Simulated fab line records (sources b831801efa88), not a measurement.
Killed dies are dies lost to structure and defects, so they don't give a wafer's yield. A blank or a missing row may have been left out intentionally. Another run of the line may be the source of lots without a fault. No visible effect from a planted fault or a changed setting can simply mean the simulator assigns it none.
Lot-split experiment / flow gf180mcu / on a route of 602 steps: 5 lots, 23 wafers read

## ABOUT THE SPLIT
At GF_VT_IMPLANT_IMPLANT_08, the setting energyKev was moved away from the recipe's 20 on 12 of the 23 wafers read, by -5.1% to +6.7%. The other wafers ran this setting at the recipe's value.

## BETWEEN THE SPLIT AND THE READING: the file shows 1 step in between
- GF_VT_IMPLANT_STRIP_09: strips in O2/N2

## THE READING
VT_IMPLANT_TW, at GF_VT_IMPLANT_TW_MEAS_10. Typical for fault-free wafers on this fab line: 565, with standard deviation 4.3.

wafer=L076.2; tool, chamber at the split=implanter-04, 0; energyKev as run=18.99; against the recipe=-5.1%; VT_IMPLANT_TW=554; against lot-mates on the recipe=-7
wafer=L076.3; tool, chamber at the split=implanter-04, 0; energyKev as run=18.99; against the recipe=-5.1%; VT_IMPLANT_TW=553; against lot-mates on the recipe=-8
wafer=L076.4; tool, chamber at the split=implanter-04, 0; energyKev as run=20; against the recipe=recipe; VT_IMPLANT_TW=561; against lot-mates on the recipe=-
wafer=L076.5; tool, chamber at the split=implanter-04, 0; energyKev as run=18.99; against the recipe=-5.1%; VT_IMPLANT_TW=553; against lot-mates on the recipe=-8
wafer=L076.6; tool, chamber at the split=implanter-04, 0; energyKev as run=20; against the recipe=recipe; VT_IMPLANT_TW=561; against lot-mates on the recipe=-
wafer=L079.2; tool, chamber at the split=implanter-03, 0; energyKev as run=20; against the recipe=recipe; VT_IMPLANT_TW=573; against lot-mates on the recipe=-
wafer=L079.3; tool, chamber at the split=implanter-03, 0; energyKev as run=20; against the recipe=recipe; VT_IMPLANT_TW=575; against lot-mates on the recipe=-
wafer=L079.6; tool, chamber at the split=implanter-03, 0; energyKev as run=20; against the recipe=recipe; VT_IMPLANT_TW=576; against lot-mates on the recipe=-
wafer=L082.2; tool, chamber at the split=implanter-01, 0; energyKev as run=20; against the recipe=recipe; VT_IMPLANT_TW=560; against lot-mates on the recipe=-
wafer=L082.3; tool, chamber at the split=implanter-01, 0; energyKev as run=21.34; against the recipe=+6.7%; VT_IMPLANT_TW=572; against lot-mates on the recipe=+11
wafer=L082.4; tool, chamber at the split=implanter-01, 0; energyKev as run=20; against the recipe=recipe; VT_IMPLANT_TW=562; against lot-mates on the recipe=-
wafer=L082.5; tool, chamber at the split=implanter-01, 0; energyKev as run=21.34; against the recipe=+6.7%; VT_IMPLANT_TW=572; against lot-mates on the recipe=+11
wafer=L082.6; tool, chamber at the split=implanter-01, 0; energyKev as run=21.34; against the recipe=+6.7%; VT_IMPLANT_TW=572; against lot-mates on the recipe=+11
wafer=L083.1; tool, chamber at the split=implanter-01, 0; energyKev as run=20.97; against the recipe=+4.8%; VT_IMPLANT_TW=571; against lot-mates on the recipe=+7
wafer=L083.3; tool, chamber at the split=implanter-01, 0; energyKev as run=20.97; against the recipe=+4.8%; VT_IMPLANT_TW=572; against lot-mates on the recipe=+8
wafer=L083.4; tool, chamber at the split=implanter-01, 0; energyKev as run=20.97; against the recipe=+4.8%; VT_IMPLANT_TW=573; against lot-mates on the recipe=+9
wafer=L083.5; tool, chamber at the split=implanter-01, 0; energyKev as run=20; against the recipe=recipe; VT_IMPLANT_TW=564; against lot-mates on the recipe=-
wafer=L083.6; tool, chamber at the split=implanter-01, 0; energyKev as run=20; against the recipe=recipe; VT_IMPLANT_TW=564; against lot-mates on the recipe=-
wafer=L084.1; tool, chamber at the split=implanter-03, 0; energyKev as run=20.94; against the recipe=+4.7%; VT_IMPLANT_TW=576; against lot-mates on the recipe=+6
wafer=L084.3; tool, chamber at the split=implanter-03, 0; energyKev as run=20.94; against the recipe=+4.7%; VT_IMPLANT_TW=575; against lot-mates on the recipe=+4
wafer=L084.4; tool, chamber at the split=implanter-03, 0; energyKev as run=20.94; against the recipe=+4.7%; VT_IMPLANT_TW=579; against lot-mates on the recipe=+8
wafer=L084.5; tool, chamber at the split=implanter-03, 0; energyKev as run=20; against the recipe=recipe; VT_IMPLANT_TW=571; against lot-mates on the recipe=-
wafer=L084.6; tool, chamber at the split=implanter-03, 0; energyKev as run=20; against the recipe=recipe; VT_IMPLANT_TW=570; against lot-mates on the recipe=-

THE FIT
A straight line over all 23 wafers: VT_IMPLANT_TW changes by +1.64 for each +1% of energyKev; r = +0.77; the points scatter about the line by 5.1.
The same after taking each lot's own level away (the mean of its wafers on the recipe; 23 wafers): +1.55 for each +1%; r = +0.98; scatter 1.1.
According to that fit, moving energyKev by its largest amount changes the reading by 10.
From 561.0 to 574.7: that is the span of the lots' own levels, equal to 3.2 times the standard deviation above.
So the lot-to-lot level blurs the effect unless lot-mates are compared.
Check: +10.3 against its lot-mates is what the line predicts for one of the wafers moved furthest among these (+6.7%) when that wafer is left out of the fit. Against them it came out at +11.

## OTHER SPLITS ON THESE WAFERS
Before the reading, these wafers also passed through other splits. Each is held against what the fit with the lots' levels taken away leaves over:
other split on the same wafers=GF_STI_CVD_03 tempC; wafers away from the commonest value=15; r with VT_IMPLANT_TW (lot level and that fit taken away)=+0.29
other split on the same wafers=GF_STI_ETCH_13 timeS; wafers away from the commonest value=6; r with VT_IMPLANT_TW (lot level and that fit taken away)=+0.05
other split on the same wafers=GF_NWELL_COAT_02 spinRpm; wafers away from the commonest value=9; r with VT_IMPLANT_TW (lot level and that fit taken away)=-0.27
other split on the same wafers=GF_NWELL_STRIP_10 o2FlowSccm; wafers away from the commonest value=7; r with VT_IMPLANT_TW (lot level and that fit taken away)=+0.18
other split on the same wafers=GF_LVPWELL_COAT_02 resistThkNm; wafers away from the commonest value=9; r with VT_IMPLANT_TW (lot level and that fit taken away)=-0.16
other split on the same wafers=GF_LVPWELL_IMPLANT_08 doseCm2; wafers away from the commonest value=7; r with VT_IMPLANT_TW (lot level and that fit taken away)=+0.14
other split on the same wafers=GF_MVPSD_IMPLANT_09 doseCm2; wafers away from the commonest value=7; r with VT_IMPLANT_TW (lot level and that fit taken away)=-0.37

## THE WHOLE CHAIN: every reading that the file lists as answering this split, in the file's order
step=GF_VT_IMPLANT_IMPLANT_08; what it does=; reading=implant.rpNm (the simulator's own value, which no gauge read); change (the file's fit)=+0.134 nm for each +1% of the setting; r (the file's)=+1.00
step=GF_VT_IMPLANT_IMPLANT_08; what it does=; reading=implant.drpNm (the simulator's own value, which no gauge read); change (the file's fit)=+0.0681 nm for each +1% of the setting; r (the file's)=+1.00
step=GF_VT_IMPLANT_TW_MEAS_10; what it does=; reading=VT_IMPLANT_TW; change (the file's fit)=+1.57 for each +1% of the setting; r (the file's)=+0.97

## FILE'S OWN FIT
VT_IMPLANT_TW changes by +1.57 for each +1% of energyKev, r = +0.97.
